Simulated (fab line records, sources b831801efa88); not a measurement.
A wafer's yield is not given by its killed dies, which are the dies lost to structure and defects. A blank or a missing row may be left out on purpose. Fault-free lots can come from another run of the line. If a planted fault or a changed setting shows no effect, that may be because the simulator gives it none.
Which tool is to blame?	flow gf180mcu	12 lots, 36 wafers sampled, at 1 step of a route of 602

== WHAT THE GAUGES SHOWED, per wafer ==
GF_V2_BOW_MEAS_05.
lot	measured	on	V2_BOW (um)
L075	day 19 02:42	filmMetro-04	96 88 87
L077	day 20 06:59	filmMetro-04	95 102 104
L079	day 21 04:00	filmMetro-03	97 96 92
L081	day 22 04:07	filmMetro-03	97 92 103
L083	day 23 02:25	filmMetro-01	108 92 93
L085	day 24 00:37	filmMetro-03	106 104 111
L087	day 24 11:35	filmMetro-03	104 103 101
L089	day 25 05:39	filmMetro-03	90 87 92
L091	day 25 13:35	filmMetro-04	96 99 94
L094	day 26 04:24	filmMetro-01	94 101 95
L095	day 26 10:34	filmMetro-04	102 101 113
L097	day 27 03:04	filmMetro-03	90 89 89

== TOOL THAT RAN EACH LOT (tool first, then ch and the chambers of the sampled wafers, then the start) ==
No process step before these readings appears in the record.

== THE ANSWER, worked out from the rows above alone ==
Rule: usual is defined by the lots themselves. The widest of any qualifying gaps counts: lots, ordered by their means at a reading, are off when they make up no more than a third of the lots, leave a main group of 4 or more, and stand apart from it by 3 or more times the standard deviation of that group's means. The tables above print the reading to a certain number of digits; a main group whose means all agree to those digits is not used. Also off: a lot with no number at a reading for which 4 or more lots have one. The other lots that the step has rows for count as sound.
Nothing can be told from this: no lot is off at any reading shown.

== WHAT HAD BEEN PUT IN BY THE SIMULATOR ==
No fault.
